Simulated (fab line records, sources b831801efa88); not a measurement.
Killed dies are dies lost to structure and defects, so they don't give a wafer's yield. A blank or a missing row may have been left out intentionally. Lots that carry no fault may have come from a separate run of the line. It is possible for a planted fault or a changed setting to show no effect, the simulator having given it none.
fab line records :: flow gf180mcu
record
  lots=7
  wafers=21
  last_day=34
route steps=602 shown V2@387
lots with no fault: from the same line, run without faults
start_h: the number of hours between the record's first day and the start of the first shown wafer of the lot :: wait_h: hours since the lot's step before :: " unchanged from the row above :: L1.1+2: several wafers, shown together as one row :: - either no value or no given start :: * or withheld: withheld :: < > ~ a bound
route shown NAME@n: names a module that has steps shown in the file, with the first one's number in the route :: usual: mean/standard deviation of fault-free wafers :: same: alike in all rows :: chamber/n: place in a boat :: sites: per-site readings :: _std_site: the values' standard deviation :: _edge_site: outer sites' mean less inner sites' :: radius_mm: how far each site lies from the wafer's centre :: mask NAME#n: copy n :: behind: the most recent tool/chamber to have shaped the wafer :: hold: why the lot was held/for how many hours/how that ended :: device: transistor that didn't switch, given as n, p or np :: end of line: the tests these same wafers got at the end of their route :: where a step has no rows: the recipe by itself :: killed: dies lost to structure and defects at the first sort, not the wafer's yield :: map: per-die view of a wafer (x killed, . not killed, _ where there is no die)
set.NAME: the setting the step ran with; set.NAME@STEP: the setting that earlier step ran with :: model.NAME: the simulator's own value behind a step, which no gauge read
certain route steps with their lots: each step a table, each wafer a row
services: from which hour (start_h, from the record's first day; less than 0 if before it) a tool's chamber was out of use, for how many hours, and why
## steps
# step GF_V2_BOW_MEAS_05
# recipe
  mode=bow
# usual
  V2_BOW=99/8.1
lot.wafer: L397.3
tool: film_metro-04
chamber: -
start_h: 456.65
wait_h: 0.2
V2_BOW[um]: 107

lot.wafer: L397.4
tool: film_metro-04
chamber: -
start_h: 456.65
wait_h: 0.2
V2_BOW[um]: 104

lot.wafer: L397.5
tool: film_metro-04
chamber: -
start_h: 456.65
wait_h: 0.2
V2_BOW[um]: 100

lot.wafer: L401.1
tool: film_metro-04
chamber: -
start_h: 496.48
wait_h: 0.1
V2_BOW[um]: 99

lot.wafer: L401.3
tool: film_metro-04
chamber: -
start_h: 496.48
wait_h: 0.1
V2_BOW[um]: 98

lot.wafer: L401.5
tool: film_metro-04
chamber: -
start_h: 496.48
wait_h: 0.1
V2_BOW[um]: 113

lot.wafer: L403.3
tool: film_metro-04
chamber: -
start_h: 513.61
wait_h: 0.2
V2_BOW[um]: 97

lot.wafer: L403.5
tool: film_metro-04
chamber: -
start_h: 513.61
wait_h: 0.2
V2_BOW[um]: 85

lot.wafer: L403.6
tool: film_metro-04
chamber: -
start_h: 513.61
wait_h: 0.2
V2_BOW[um]: 106

lot.wafer: L404.2
tool: film_metro-01
chamber: -
start_h: 518.48
wait_h: 0.2
V2_BOW[um]: 108

lot.wafer: L404.4
tool: film_metro-01
chamber: -
start_h: 518.48
wait_h: 0.2
V2_BOW[um]: 86

lot.wafer: L404.6
tool: film_metro-01
chamber: -
start_h: 518.48
wait_h: 0.2
V2_BOW[um]: 100

lot.wafer: L405.2
tool: film_metro-03
chamber: -
start_h: 529.44
wait_h: 0.3
V2_BOW[um]: 86

lot.wafer: L405.3
tool: film_metro-03
chamber: -
start_h: 529.44
wait_h: 0.3
V2_BOW[um]: 96

lot.wafer: L405.5
tool: film_metro-03
chamber: -
start_h: 529.44
wait_h: 0.3
V2_BOW[um]: 90

lot.wafer: L415.3
tool: film_metro-01
chamber: -
start_h: 602.36
wait_h: 0.2
V2_BOW[um]: 102

lot.wafer: L415.4
tool: film_metro-01
chamber: -
start_h: 602.36
wait_h: 0.2
V2_BOW[um]: 99

lot.wafer: L415.5
tool: film_metro-01
chamber: -
start_h: 602.36
wait_h: 0.2
V2_BOW[um]: 96

lot.wafer: L418.2
tool: film_metro-04
chamber: -
start_h: 623.91
wait_h: 0.3
V2_BOW[um]: 82

lot.wafer: L418.4
tool: film_metro-04
chamber: -
start_h: 623.91
wait_h: 0.3
V2_BOW[um]: 99

lot.wafer: L418.5
tool: film_metro-04
chamber: -
start_h: 623.91
wait_h: 0.3
V2_BOW[um]: 91
# step GF_V2_DEHYDRATE_06
# recipe
  temp_c=200
  time_s=60
# step GF_V2_HMDS_07
# recipe
  prime_time_s=60
  prime_temp_c=120
# step GF_V2_COAT_08
# recipe
  resist=BARC
  temp_c=withheld
  time_s=withheld
  spin_rpm=withheld
  resist_thk_nm=withheld
# step GF_V2_COAT_09
# recipe
  resist=KrF
  spin_rpm=withheld
  resist_thk_nm=1000
# step GF_V2_SOFTBAKE_10
# recipe
  temp_c=130
  time_s=60
  resist=KrF
# step GF_V2_EXPOSE_11
# recipe
  mask_id=Via2
  target_cd_nm=260
  na=0.68
  source_shape=conventional
  sigma_outer=0.6
  dose_mj=38
# step GF_V2_PEB_12
# recipe
  peb_temp_c=135
  peb_time_s=90
  resist=KrF
# step GF_V2_DEVELOP_13
# recipe
  develop_time_s=60
  resist=KrF
  dev_temp_c=21
# step GF_V2_CD_MEAS_14
# recipe
  target_cd_nm=260
# usual
  cd_nm=260.1/1.3
lot.wafer: L397.3
tool: cd_sem-01
chamber: -
start_h: 480.59
wait_h: 0.1
cd_nm: 258.2

lot.wafer: L397.4
tool: cd_sem-01
chamber: -
start_h: 480.59
wait_h: 0.1
cd_nm: 258.0

lot.wafer: L397.5
tool: cd_sem-01
chamber: -
start_h: 480.59
wait_h: 0.1
cd_nm: 259.1

lot.wafer: L401.1
tool: cd_sem-02
chamber: -
start_h: 520.45
wait_h: 0.1
cd_nm: 259.4

lot.wafer: L401.3
tool: cd_sem-02
chamber: -
start_h: 520.45
wait_h: 0.1
cd_nm: 260.4

lot.wafer: L401.5
tool: cd_sem-02
chamber: -
start_h: 520.45
wait_h: 0.1
cd_nm: 259.6

lot.wafer: L403.3
tool: cd_sem-01
chamber: -
start_h: 536.14
wait_h: 0.1
cd_nm: 259.3

lot.wafer: L403.5
tool: cd_sem-01
chamber: -
start_h: 536.14
wait_h: 0.1
cd_nm: 259.3

lot.wafer: L403.6
tool: cd_sem-01
chamber: -
start_h: 536.14
wait_h: 0.1
cd_nm: 259.0

lot.wafer: L404.2
tool: cd_sem-01
chamber: -
start_h: 541.47
wait_h: 0.1
cd_nm: 259.2

lot.wafer: L404.4
tool: cd_sem-01
chamber: -
start_h: 541.47
wait_h: 0.1
cd_nm: 259.4

lot.wafer: L404.6
tool: cd_sem-01
chamber: -
start_h: 541.47
wait_h: 0.1
cd_nm: 258.8

lot.wafer: L405.2
tool: cd_sem-02
chamber: -
start_h: 552.12
wait_h: 0.1
cd_nm: 259.4

lot.wafer: L405.3
tool: cd_sem-02
chamber: -
start_h: 552.12
wait_h: 0.1
cd_nm: 259.2

lot.wafer: L405.5
tool: cd_sem-02
chamber: -
start_h: 552.12
wait_h: 0.1
cd_nm: 259.4

lot.wafer: L415.3
tool: cd_sem-02
chamber: -
start_h: 623.23
wait_h: 0.1
cd_nm: 259.4

lot.wafer: L415.4
tool: cd_sem-02
chamber: -
start_h: 623.23
wait_h: 0.1
cd_nm: 259.9

lot.wafer: L415.5
tool: cd_sem-02
chamber: -
start_h: 623.23
wait_h: 0.1
cd_nm: 260.7

lot.wafer: L418.2
tool: cd_sem-02
chamber: -
start_h: 643.37
wait_h: 0.1
cd_nm: 260.6

lot.wafer: L418.4
tool: cd_sem-02
chamber: -
start_h: 643.37
wait_h: 0.1
cd_nm: 260.4

lot.wafer: L418.5
tool: cd_sem-02
chamber: -
start_h: 643.37
wait_h: 0.1
cd_nm: 259.9
# step GF_V2_OVL_MEAS_15
# usual
  V2_OVL=0/5.8
lot.wafer: L397.3
tool: overlay-01
chamber: -
start_h: 480.68
wait_h: 0.1
V2_OVL[nm]: -2

lot.wafer: L397.4
tool: overlay-01
chamber: -
start_h: 480.68
wait_h: 0.1
V2_OVL[nm]: 4

lot.wafer: L397.5
tool: overlay-01
chamber: -
start_h: 480.68
wait_h: 0.1
V2_OVL[nm]: -9

lot.wafer: L401.1
tool: overlay-02
chamber: -
start_h: 520.57
wait_h: 0.1
V2_OVL[nm]: -12

lot.wafer: L401.3
tool: overlay-02
chamber: -
start_h: 520.57
wait_h: 0.1
V2_OVL[nm]: -5

lot.wafer: L401.5
tool: overlay-02
chamber: -
start_h: 520.57
wait_h: 0.1
V2_OVL[nm]: -3

lot.wafer: L403.3
tool: overlay-01
chamber: -
start_h: 536.23
wait_h: 0.1
V2_OVL[nm]: 6

lot.wafer: L403.5
tool: overlay-01
chamber: -
start_h: 536.23
wait_h: 0.1
V2_OVL[nm]: 4

lot.wafer: L403.6
tool: overlay-01
chamber: -
start_h: 536.23
wait_h: 0.1
V2_OVL[nm]: 3

lot.wafer: L404.2
tool: overlay-01
chamber: -
start_h: 541.58
wait_h: 0.1
V2_OVL[nm]: 8

lot.wafer: L404.4
tool: overlay-01
chamber: -
start_h: 541.58
wait_h: 0.1
V2_OVL[nm]: 3

lot.wafer: L404.6
tool: overlay-01
chamber: -
start_h: 541.58
wait_h: 0.1
V2_OVL[nm]: 0

lot.wafer: L405.2
tool: overlay-01
chamber: -
start_h: 552.23
wait_h: 0.1
V2_OVL[nm]: -8

lot.wafer: L405.3
tool: overlay-01
chamber: -
start_h: 552.23
wait_h: 0.1
V2_OVL[nm]: 2

lot.wafer: L405.5
tool: overlay-01
chamber: -
start_h: 552.23
wait_h: 0.1
V2_OVL[nm]: -2

lot.wafer: L415.3
tool: overlay-02
chamber: -
start_h: 623.33
wait_h: 0.1
V2_OVL[nm]: 1

lot.wafer: L415.4
tool: overlay-02
chamber: -
start_h: 623.33
wait_h: 0.1
V2_OVL[nm]: 5

lot.wafer: L415.5
tool: overlay-02
chamber: -
start_h: 623.33
wait_h: 0.1
V2_OVL[nm]: 2

lot.wafer: L418.2
tool: overlay-02
chamber: -
start_h: 643.48
wait_h: 0.1
V2_OVL[nm]: -2

lot.wafer: L418.4
tool: overlay-02
chamber: -
start_h: 643.48
wait_h: 0.1
V2_OVL[nm]: -1

lot.wafer: L418.5
tool: overlay-02
chamber: -
start_h: 643.48
wait_h: 0.1
V2_OVL[nm]: -15
# step GF_V2_ETCH_16
# recipe
  chemistry=N2/H2
  target_depth_a=withheld
  overetch_a=withheld
  time_s=withheld
  target=BARC
  ion_energy_ev=200
  source_w=500
  bias_w=100
  pressure_mtorr=30
  n2_flow_sccm=100
  h2_flow_sccm=200
# usual
  bias_w=100.06/0.3
  chamber_pressure_mTorr=29.999/0.027
  drypump_motor_current_A=5.7/0.44
  oes_product_au=0.854/0.0045
  throttle_valve_pct=13.225/0.0093
lot.wafer: L397.3
tool: rie_diel-01
chamber: 2
start_h: 480.71
wait_h: 0.0
bias_w: 100.07
chamber_pressure_mTorr: 30.017
drypump_motor_current_A: 5.3
oes_product_au: 0.860
throttle_valve_pct: 13.215

lot.wafer: L397.4
tool: rie_diel-01
chamber: 1
start_h: 480.71
wait_h: 0.0
bias_w: 100.52
chamber_pressure_mTorr: 30.028
drypump_motor_current_A: 5.4
oes_product_au: 0.848
throttle_valve_pct: 13.210

lot.wafer: L397.5
tool: rie_diel-01
chamber: 2
start_h: 480.71
wait_h: 0.0
bias_w: 100.35
chamber_pressure_mTorr: 30.031
drypump_motor_current_A: 5.3
oes_product_au: 0.854
throttle_valve_pct: 13.228

lot.wafer: L401.1
tool: rie_diel-02
chamber: 1
start_h: 520.61
wait_h: 0.0
bias_w: 99.94
chamber_pressure_mTorr: 30.024
drypump_motor_current_A: 5.8
oes_product_au: 0.865
throttle_valve_pct: 13.228

lot.wafer: L401.3
tool: rie_diel-02
chamber: 2
start_h: 520.61
wait_h: 0.0
bias_w: 99.82
chamber_pressure_mTorr: 30.017
drypump_motor_current_A: 5.7
oes_product_au: 0.853
throttle_valve_pct: 13.218

lot.wafer: L401.5
tool: rie_diel-02
chamber: 2
start_h: 520.61
wait_h: 0.0
bias_w: 100.08
chamber_pressure_mTorr: 29.992
drypump_motor_current_A: 5.7
oes_product_au: 0.850
throttle_valve_pct: 13.244

lot.wafer: L403.3
tool: rie_diel-01
chamber: 3
start_h: 536.26
wait_h: 0.0
bias_w: 100.37
chamber_pressure_mTorr: 30.003
drypump_motor_current_A: 4.9
oes_product_au: 0.858
throttle_valve_pct: 13.225

lot.wafer: L403.5
tool: rie_diel-01
chamber: 3
start_h: 536.26
wait_h: 0.0
bias_w: 99.91
chamber_pressure_mTorr: 30.013
drypump_motor_current_A: 4.9
oes_product_au: 0.855
throttle_valve_pct: 13.222

lot.wafer: L403.6
tool: rie_diel-01
chamber: 0
start_h: 536.26
wait_h: 0.0
bias_w: 99.94
chamber_pressure_mTorr: 29.979
drypump_motor_current_A: 5.1
oes_product_au: 0.858
throttle_valve_pct: 13.228

lot.wafer: L404.2
tool: rie_diel-04
chamber: 3
start_h: 541.61
wait_h: 0.0
bias_w: 100.09
chamber_pressure_mTorr: 30.024
drypump_motor_current_A: 5.9
oes_product_au: 0.856
throttle_valve_pct: 13.221

lot.wafer: L404.4
tool: rie_diel-04
chamber: 2
start_h: 541.61
wait_h: 0.0
bias_w: 100.16
chamber_pressure_mTorr: 30.023
drypump_motor_current_A: 5.5
oes_product_au: 0.849
throttle_valve_pct: 13.208

lot.wafer: L404.6
tool: rie_diel-04
chamber: 1
start_h: 541.61
wait_h: 0.0
bias_w: 100.41
chamber_pressure_mTorr: 30.041
drypump_motor_current_A: 6.4
oes_product_au: 0.852
throttle_valve_pct: 13.223

lot.wafer: L405.2
tool: rie_diel-02
chamber: 1
start_h: 552.26
wait_h: 0.0
bias_w: 99.54
chamber_pressure_mTorr: 30.046
drypump_motor_current_A: 5.8
oes_product_au: 0.857
throttle_valve_pct: 13.226

lot.wafer: L405.3
tool: rie_diel-02
chamber: 3
start_h: 552.26
wait_h: 0.0
bias_w: 100.09
chamber_pressure_mTorr: 30.001
drypump_motor_current_A: 6.0
oes_product_au: 0.849
throttle_valve_pct: 13.219

lot.wafer: L405.5
tool: rie_diel-02
chamber: 0
start_h: 552.26
wait_h: 0.0
bias_w: 100.10
chamber_pressure_mTorr: 29.942
drypump_motor_current_A: 6.1
oes_product_au: 0.853
throttle_valve_pct: 13.225

lot.wafer: L415.3
tool: rie_diel-04
chamber: 3
start_h: 623.35
wait_h: 0.0
bias_w: 99.82
chamber_pressure_mTorr: 30.009
drypump_motor_current_A: 5.9
oes_product_au: 0.858
throttle_valve_pct: 13.212

lot.wafer: L415.4
tool: rie_diel-04
chamber: 3
start_h: 623.35
wait_h: 0.0
bias_w: 99.59
chamber_pressure_mTorr: 30.020
drypump_motor_current_A: 5.9
oes_product_au: 0.865
throttle_valve_pct: 13.226

lot.wafer: L415.5
tool: rie_diel-04
chamber: 1
start_h: 623.35
wait_h: 0.0
bias_w: 100.17
chamber_pressure_mTorr: 30.014
drypump_motor_current_A: 6.4
oes_product_au: 0.851
throttle_valve_pct: 13.221

lot.wafer: L418.2
tool: rie_diel-04
chamber: 2
start_h: 643.51
wait_h: 0.0
bias_w: 100.25
chamber_pressure_mTorr: 30.020
drypump_motor_current_A: 5.5
oes_product_au: 0.862
throttle_valve_pct: 13.224

lot.wafer: L418.4
tool: rie_diel-04
chamber: 2
start_h: 643.51
wait_h: 0.0
bias_w: 100.21
chamber_pressure_mTorr: 29.957
drypump_motor_current_A: 5.5
oes_product_au: 0.855
throttle_valve_pct: 13.212

lot.wafer: L418.5
tool: rie_diel-04
chamber: 1
start_h: 643.51
wait_h: 0.0
bias_w: 99.87
chamber_pressure_mTorr: 30.004
drypump_motor_current_A: 6.4
oes_product_au: 0.851
throttle_valve_pct: 13.234
# step GF_V2_ETCH_17
# recipe
  chemistry=C4F8/O2/Ar
  mask_material=KrF
  target=SiO2
  stop_on=TiN
  source_w=1500
  bias_w=1200
  pressure_mtorr=40
  c4f8_flow_sccm=withheld
  O2_flow_sccm=6
  Ar_flow_sccm=300
  time_s=withheld
  target_depth_a=6300
# usual
  bias_w=1200/3.6
  chamber_pressure_mTorr=40.00/0.037
  oes_product_au=0.855/0.0047
lot.wafer: L397.3
tool: rie_diel-01
chamber: 2
start_h: 480
wait_h: -
bias_w: 1201
chamber_pressure_mTorr: 40.05
oes_product_au: 0.854

lot.wafer: L397.4
tool: rie_diel-01
chamber: 1
start_h: 480
wait_h: -
bias_w: 1199
chamber_pressure_mTorr: 40.01
oes_product_au: 0.853

lot.wafer: L397.5
tool: rie_diel-01
chamber: 2
start_h: 480
wait_h: -
bias_w: 1200
chamber_pressure_mTorr: 40.04
oes_product_au: 0.855

lot.wafer: L401.1
tool: rie_diel-02
chamber: 1
start_h: 520
wait_h: -
bias_w: 1202
chamber_pressure_mTorr: 39.99
oes_product_au: 0.852

lot.wafer: L401.3
tool: rie_diel-02
chamber: 2
start_h: 520
wait_h: -
bias_w: 1193
chamber_pressure_mTorr: 40.00
oes_product_au: 0.850

lot.wafer: L401.5
tool: rie_diel-02
chamber: 2
start_h: 520
wait_h: -
bias_w: 1201
chamber_pressure_mTorr: 40.02
oes_product_au: 0.864

lot.wafer: L403.3
tool: rie_diel-01
chamber: 3
start_h: 536
wait_h: -
bias_w: -
chamber_pressure_mTorr: -
oes_product_au: -

lot.wafer: L403.5
tool: rie_diel-01
chamber: 3
start_h: 536
wait_h: -
bias_w: -
chamber_pressure_mTorr: -
oes_product_au: -

lot.wafer: L403.6
tool: rie_diel-01
chamber: 0
start_h: 536
wait_h: -
bias_w: -
chamber_pressure_mTorr: -
oes_product_au: -

lot.wafer: L404.2
tool: rie_diel-04
chamber: 3
start_h: 541
wait_h: -
bias_w: -
chamber_pressure_mTorr: -
oes_product_au: -

lot.wafer: L404.4
tool: rie_diel-04
chamber: 2
start_h: 541
wait_h: -
bias_w: -
chamber_pressure_mTorr: -
oes_product_au: -

lot.wafer: L404.6
tool: rie_diel-04
chamber: 1
start_h: 541
wait_h: -
bias_w: -
chamber_pressure_mTorr: -
oes_product_au: -

lot.wafer: L405.2
tool: rie_diel-02
chamber: 1
start_h: 552
wait_h: -
bias_w: -
chamber_pressure_mTorr: -
oes_product_au: -

lot.wafer: L405.3
tool: rie_diel-02
chamber: 3
start_h: 552
wait_h: -
bias_w: -
chamber_pressure_mTorr: -
oes_product_au: -

lot.wafer: L405.5
tool: rie_diel-02
chamber: 0
start_h: 552
wait_h: -
bias_w: -
chamber_pressure_mTorr: -
oes_product_au: -

lot.wafer: L415.3
tool: rie_diel-04
chamber: 3
start_h: 623
wait_h: -
bias_w: 1196
chamber_pressure_mTorr: 40.02
oes_product_au: 0.853

lot.wafer: L415.4
tool: rie_diel-04
chamber: 3
start_h: 623
wait_h: -
bias_w: 1192
chamber_pressure_mTorr: 39.98
oes_product_au: 0.859

lot.wafer: L415.5
tool: rie_diel-04
chamber: 1
start_h: 623
wait_h: -
bias_w: 1202
chamber_pressure_mTorr: 39.99
oes_product_au: 0.852

lot.wafer: L418.2
tool: rie_diel-04
chamber: 2
start_h: 643
wait_h: -
bias_w: 1200
chamber_pressure_mTorr: 39.98
oes_product_au: 0.856

lot.wafer: L418.4
tool: rie_diel-04
chamber: 2
start_h: 643
wait_h: -
bias_w: 1197
chamber_pressure_mTorr: 39.98
oes_product_au: 0.862

lot.wafer: L418.5
tool: rie_diel-04
chamber: 1
start_h: 643
wait_h: -
bias_w: 1199
chamber_pressure_mTorr: 39.97
oes_product_au: 0.860
# step GF_V2_STRIP_18
# recipe
  chemistry=O2/N2
  power_w=1400
  pressure_mtorr=1500
  platen_temp_c=250
  o2_flow_sccm=3000
  n2_flow_sccm=300
  overash_fraction=0.5
# usual
  chamber_pressure_mTorr=1499.9/1.4
  drypump_motor_current_A=5.8/0.58
  heater_power_w=317/52
  oes_product_au=0.592/0.005
lot.wafer: L397.3
tool: plasma_asher-04
chamber: 0
start_h: 480.87
wait_h: -
chamber_pressure_mTorr: 1500.4
drypump_motor_current_A: 5.9
heater_power_w: 267
oes_product_au: 0.586
rf_hours_counter_h: -

lot.wafer: L397.4
tool: plasma_asher-04
chamber: 1
start_h: 480.87
wait_h: -
chamber_pressure_mTorr: 1499.9
drypump_motor_current_A: 6.5
heater_power_w: 336
oes_product_au: 0.592
rf_hours_counter_h: -

lot.wafer: L397.5
tool: plasma_asher-04
chamber: 0
start_h: 480.87
wait_h: -
chamber_pressure_mTorr: 1499.9
drypump_motor_current_A: 5.9
heater_power_w: 275
oes_product_au: 0.588
rf_hours_counter_h: -

lot.wafer: L401.1
tool: plasma_asher-02
chamber: 0
start_h: 520.74
wait_h: -
chamber_pressure_mTorr: 1499.6
drypump_motor_current_A: 6.4
heater_power_w: 289
oes_product_au: 0.596
rf_hours_counter_h: 70

lot.wafer: L401.3
tool: plasma_asher-02
chamber: 1
start_h: 520.74
wait_h: -
chamber_pressure_mTorr: 1499.7
drypump_motor_current_A: 5.6
heater_power_w: 309
oes_product_au: 0.592
rf_hours_counter_h: -

lot.wafer: L401.5
tool: plasma_asher-02
chamber: 1
start_h: 520.74
wait_h: -
chamber_pressure_mTorr: 1499.0
drypump_motor_current_A: 5.6
heater_power_w: 300
oes_product_au: 0.590
rf_hours_counter_h: -

lot.wafer: L403.3
tool: plasma_asher-04
chamber: 0
start_h: 536.42
wait_h: -
chamber_pressure_mTorr: 1501.9
drypump_motor_current_A: 5.9
heater_power_w: 273
oes_product_au: 0.671
rf_hours_counter_h: -

lot.wafer: L403.5
tool: plasma_asher-04
chamber: 1
start_h: 536.42
wait_h: -
chamber_pressure_mTorr: 1499.5
drypump_motor_current_A: 6.4
heater_power_w: 333
oes_product_au: 0.664
rf_hours_counter_h: -

lot.wafer: L403.6
tool: plasma_asher-04
chamber: 0
start_h: 536.42
wait_h: -
chamber_pressure_mTorr: 1501.6
drypump_motor_current_A: 5.9
heater_power_w: 270
oes_product_au: 0.680
rf_hours_counter_h: -

lot.wafer: L404.2
tool: plasma_asher-02
chamber: 1
start_h: 541.73
wait_h: -
chamber_pressure_mTorr: 1499.4
drypump_motor_current_A: 5.6
heater_power_w: 298
oes_product_au: 0.668
rf_hours_counter_h: 73

lot.wafer: L404.4
tool: plasma_asher-02
chamber: 1
start_h: 541.73
wait_h: -
chamber_pressure_mTorr: 1499.4
drypump_motor_current_A: 5.6
heater_power_w: 302
oes_product_au: 0.667
rf_hours_counter_h: -

lot.wafer: L404.6
tool: plasma_asher-02
chamber: 1
start_h: 541.73
wait_h: -
chamber_pressure_mTorr: 1498.0
drypump_motor_current_A: 5.6
heater_power_w: 297
oes_product_au: 0.674
rf_hours_counter_h: -

lot.wafer: L405.2
tool: plasma_asher-04
chamber: 1
start_h: 552.38
wait_h: -
chamber_pressure_mTorr: 1499.6
drypump_motor_current_A: 6.4
heater_power_w: 330
oes_product_au: 0.663
rf_hours_counter_h: 12

lot.wafer: L405.3
tool: plasma_asher-04
chamber: 0
start_h: 552.38
wait_h: -
chamber_pressure_mTorr: 1499.6
drypump_motor_current_A: 5.9
heater_power_w: 275
oes_product_au: 0.659
rf_hours_counter_h: -

lot.wafer: L405.5
tool: plasma_asher-04
chamber: 1
start_h: 552.38
wait_h: -
chamber_pressure_mTorr: 1501.1
drypump_motor_current_A: 6.4
heater_power_w: 340
oes_product_au: 0.653
rf_hours_counter_h: -

lot.wafer: L415.3
tool: plasma_asher-01
chamber: 0
start_h: 623.51
wait_h: -
chamber_pressure_mTorr: 1500.7
drypump_motor_current_A: 5.6
heater_power_w: 408
oes_product_au: 0.588
rf_hours_counter_h: -

lot.wafer: L415.4
tool: plasma_asher-01
chamber: 1
start_h: 623.51
wait_h: -
chamber_pressure_mTorr: 1501.5
drypump_motor_current_A: 4.7
heater_power_w: 282
oes_product_au: 0.596
rf_hours_counter_h: -

lot.wafer: L415.5
tool: plasma_asher-01
chamber: 0
start_h: 623.51
wait_h: -
chamber_pressure_mTorr: 1498.6
drypump_motor_current_A: 5.7
heater_power_w: 430
oes_product_au: 0.584
rf_hours_counter_h: -

lot.wafer: L418.2
tool: plasma_asher-01
chamber: 1
start_h: 643.63
wait_h: -
chamber_pressure_mTorr: 1498.2
drypump_motor_current_A: 4.7
heater_power_w: 276
oes_product_au: 0.587
rf_hours_counter_h: 106

lot.wafer: L418.4
tool: plasma_asher-01
chamber: 0
start_h: 643.63
wait_h: -
chamber_pressure_mTorr: 1498.0
drypump_motor_current_A: 5.7
heater_power_w: 419
oes_product_au: 0.580
rf_hours_counter_h: -

lot.wafer: L418.5
tool: plasma_asher-01
chamber: 0
start_h: 643.63
wait_h: -
chamber_pressure_mTorr: 1500.9
drypump_motor_current_A: 5.7
heater_power_w: 421
oes_product_au: 0.598
rf_hours_counter_h: -
# step GF_V2_STRIP_19
# recipe
  chemistry=post_etch_residue_remover
  time_s=1200
  temp_c=72.5
## services
tool: rie_diel-01
chamber: 2
start_h: 482.70
hours: 14.0
kind: repair

tool: plasma_asher-01
chamber: -
start_h: 488.33
hours: 0.3
kind: repair

tool: rie_diel-02
chamber: 3
start_h: 515.61
hours: -
kind: clean

tool: rie_diel-02
chamber: 3
start_h: 515.61
hours: 18.8
kind: scheduled_down

tool: rie_diel-02
chamber: 3
start_h: 515.61
hours: 18.8
kind: vent_cycle

tool: rie_diel-02
chamber: 2
start_h: 534.45
hours: -
kind: clean

tool: rie_diel-02
chamber: 2
start_h: 534.45
hours: 13.9
kind: scheduled_down

tool: rie_diel-02
chamber: 2
start_h: 534.45
hours: 13.9
kind: vent_cycle

tool: rie_diel-04
chamber: 0
start_h: 556.69
hours: 6.3
kind: repair

tool: plasma_asher-01
chamber: -
start_h: 568.87
hours: 1.7
kind: repair

tool: plasma_asher-04
chamber: -
start_h: 569.92
hours: 2.8
kind: pm

tool: rie_diel-01
chamber: 1
start_h: 581.48
hours: -
kind: clean

tool: rie_diel-01
chamber: 1
start_h: 581.48
hours: 19.6
kind: scheduled_down

tool: rie_diel-01
chamber: 1
start_h: 581.48
hours: 19.6
kind: vent_cycle

tool: rie_diel-04
chamber: 1
start_h: 585.87
hours: 25.0
kind: repair

tool: plasma_asher-04
chamber: -
start_h: 600.24
hours: 10.6
kind: repair

tool: rie_diel-01
chamber: 2
start_h: 608.55
hours: -
kind: clean

tool: rie_diel-01
chamber: 2
start_h: 608.55
hours: 28.6
kind: scheduled_down

tool: rie_diel-01
chamber: 2
start_h: 608.55
hours: 28.6
kind: vent_cycle

tool: rie_diel-04
chamber: 2
start_h: 618.64
hours: 11.4
kind: repair

tool: plasma_asher-04
chamber: -
start_h: 624.28
hours: 3.9
kind: repair

tool: rie_diel-01
chamber: 0
start_h: 637.23
hours: -
kind: clean

tool: rie_diel-01
chamber: 0
start_h: 637.23
hours: 24.8
kind: scheduled_down

tool: rie_diel-04
chamber: 0
start_h: 641.09
hours: 5.0
kind: repair
## key
first_sign
  step=GF_V2_ETCH_17
  reading=tool_record
  direction=missing
effect
  step=GF_V2_STRIP_18
  reading=oes_product_au
  direction=up
  sigmas=15
  usual=0.592
  struck=0.667
met_at GF_V2_ETCH_17
struck_wafers L403.3,L403.5,L403.6,L404.2,L404.4,L404.6,L405.2,L405.3,L405.5
later_rows_left_out L403.3,L403.5,L403.6,L404.2,L404.4,L404.6,L405.2,L405.3,L405.5
sort_left_out L403.3,L403.5,L403.6,L404.2,L404.4,L404.6,L405.2,L405.3,L405.5
onset_between 520 536
fault
  kind=skipped_step_whole
  tool=rie_diel-01,rie_diel-02,rie_diel-04
  chamber=-
  onset_h=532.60
  steps=GF_V2_ETCH_17
  scope=struck_lots_only
# sort_left_out: the simulated sort isn't trusted on such a fault, so these wafers' sort isn't shown, and their yield isn't known
# later_rows_left_out: the simulator's readings of these wafers behind a module that went badly wrong aren't trusted and aren't shown, but for the sort
